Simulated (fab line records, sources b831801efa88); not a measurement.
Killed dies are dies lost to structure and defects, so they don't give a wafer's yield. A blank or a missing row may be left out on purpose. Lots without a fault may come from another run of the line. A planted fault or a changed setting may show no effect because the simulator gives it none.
Tool commonality check | flow sky130 | 11 lots, 42 wafers sampled

WHY IT WAS OPENED
At SKY_GATE_OXIDE_THK_MEAS_02 the reading GATE_OXIDE_OXIDATION_00_THK is flagged on 3 of 11 lots. Wafers without a fault read 10.24 nm, standard deviation 0.22.
Rule: a lot is flagged when every wafer of it that has a number lies more than 4 standard deviations from that mean, or none has a number. The other lots count as sound.

lot  | measured     | on            | GATE_OXIDE_OXIDATION_00_THK (nm), wafer by wafer | flag
L339 | day 13 03:29 | film_metro-03 | 10.26 10.08 10.20                                |
L341 | day 13 15:23 | film_metro-03 | 10.75 10.91 10.77                                |
L344 | day 14 14:59 | film_metro-04 | 10.24 10.24 10.38                                |
L345 | day 15 03:08 | film_metro-04 | 10.32 10.40 10.27                                |
L349 | day 16 16:04 | film_metro-03 | 9.10 8.94 8.76 9.13 8.89 8.75                    | FLAGGED
L350 | day 16 16:04 | film_metro-04 | 9.22 9.16 9.03 9.17 9.18 9.01                    | FLAGGED
L351 | day 17 02:02 | film_metro-01 | 8.63 8.81 8.87 8.62 8.83 8.85                    | FLAGGED
L352 | day 17 17:44 | film_metro-01 | 9.69 9.70 9.63                                   |
L358 | day 20 16:13 | film_metro-03 | 10.25 10.24 10.06                                |
L360 | day 21 08:10 | film_metro-01 | 9.95 9.92 9.96                                   |
L359 | day 21 08:11 | film_metro-03 | 10.28 10.34 10.35                                |
The numbers of the flagged lots are 8.94 nm on average: -1.30 nm against the usual, or -6 standard deviations.

WHICH TOOL RAN EACH LOT
The record holds 3 process steps before the reading, out of a route of 708 steps. In each cell: the tool, then ch and the chambers that the sampled wafers went through, then the start.
lot  | flag    | SKY_NWELL_STRIP_25                   | SKY_VT_ADJUST_HVTR_STRIP_10          | SKY_GATE_OXIDE_OXIDATION_01
L339 |         | plasma_asher-03 ch 0, day 5 15:54    | plasma_asher-02 ch 0,1, day 9 17:53  | furnace-01 ch 0, day 13 02:05
L341 |         | plasma_asher-03 ch 0,1, day 6 02:12  | plasma_asher-02 ch 0,1, day 10 07:05 | furnace-02 ch 0, day 13 13:58
L344 |         | plasma_asher-03 ch 0,1, day 6 19:05  | plasma_asher-01 ch 0,1, day 11 04:39 | furnace-02 ch 0, day 14 13:34
L345 |         | plasma_asher-02 ch 0,1, day 7 03:40  | plasma_asher-03 ch 0,1, day 11 15:29 | furnace-02 ch 0, day 15 01:43
L349 | FLAGGED | plasma_asher-01 ch 0,1, day 8 04:24  | plasma_asher-01 ch 0, day 12 21:22   | furnace-02 ch 0, day 16 14:39
L350 | FLAGGED | plasma_asher-01 ch 0,1, day 8 07:12  | plasma_asher-02 ch 0,1, day 12 23:46 | furnace-02 ch 0, day 16 14:39
L351 | FLAGGED | plasma_asher-02 ch 0,1, day 8 11:52  | plasma_asher-01 ch 0,1, day 13 07:05 | furnace-02 ch 0, day 17 00:37
L352 |         | plasma_asher-03 ch 0,1, day 8 22:44  | plasma_asher-03 ch 0,1, day 13 19:33 | furnace-01 ch 0, day 17 16:18
L358 |         | plasma_asher-01 ch 1, day 11 05:16   | plasma_asher-01 ch 1, day 16 15:47   | furnace-02 ch 0, day 20 14:47
L360 |         | plasma_asher-03 ch 0,1, day 11 16:54 | plasma_asher-02 ch 0,1, day 17 04:56 | furnace-01 ch 0, day 21 06:46
L359 |         | plasma_asher-02 ch 0,1, day 11 16:02 | plasma_asher-03 ch 0,1, day 17 03:41 | furnace-01 ch 0, day 21 06:46
What these steps do:
- SKY_NWELL_STRIP_25: strips in O2/N2.
- SKY_VT_ADJUST_HVTR_STRIP_10: strips in O2/N2.
- SKY_GATE_OXIDE_OXIDATION_01: stabilise 600 s, purge 300 s, target thk 10.268 nm.
- SKY_GATE_OXIDE_THK_MEAS_02

FLAGGED OVER TOTAL, TOOL BY TOOL (the gauges that took the reading come last)
step                        | tool            | lots run | flagged | share of the flagged lots | sound lots run after its first flagged lot
SKY_NWELL_STRIP_25          | plasma_asher-01 | 3        | 2       | some                      | 1 (L358)
SKY_NWELL_STRIP_25          | plasma_asher-02 | 3        | 1       | some                      | 1 (L359)
SKY_NWELL_STRIP_25          | plasma_asher-03 | 5        | 0       | none                      | -
SKY_VT_ADJUST_HVTR_STRIP_10 | plasma_asher-01 | 4        | 2       | some                      | 1 (L358)
SKY_VT_ADJUST_HVTR_STRIP_10 | plasma_asher-02 | 4        | 1       | some                      | 1 (L360)
SKY_VT_ADJUST_HVTR_STRIP_10 | plasma_asher-03 | 3        | 0       | none                      | -
SKY_GATE_OXIDE_OXIDATION_01 | furnace-01      | 4        | 0       | none                      | -
SKY_GATE_OXIDE_OXIDATION_01 | furnace-02      | 7        | 3       | all                       | 1 (L358)
SKY_GATE_OXIDE_THK_MEAS_02  | film_metro-01   | 3        | 1       | some                      | 2 (L352,L360)
SKY_GATE_OXIDE_THK_MEAS_02  | film_metro-03   | 5        | 1       | some                      | 2 (L358,L359)
SKY_GATE_OXIDE_THK_MEAS_02  | film_metro-04   | 3        | 1       | some                      | 0

WHAT THE TABLE ALLOWS
1 row of the table ran every flagged lot: furnace-02 at SKY_GATE_OXIDE_OXIDATION_01.
- furnace-02 at SKY_GATE_OXIDE_OXIDATION_01: 3 of its 7 lots flagged. Sound lots ran on it after the first flagged one (L358), which a lasting fault on the whole tool wouldn't allow. Its own readings lie more than 4 standard deviations out on every wafer of the flagged lots: spike_tc_centre_C, spike_tc_lower_C, spike_tc_upper_C, tube_center_temp_C, tube_center_temp_C_max.
No row of the table ran every flagged lot and no sound lot after the first.

WHAT THE SIMULATOR HAD PUT IN
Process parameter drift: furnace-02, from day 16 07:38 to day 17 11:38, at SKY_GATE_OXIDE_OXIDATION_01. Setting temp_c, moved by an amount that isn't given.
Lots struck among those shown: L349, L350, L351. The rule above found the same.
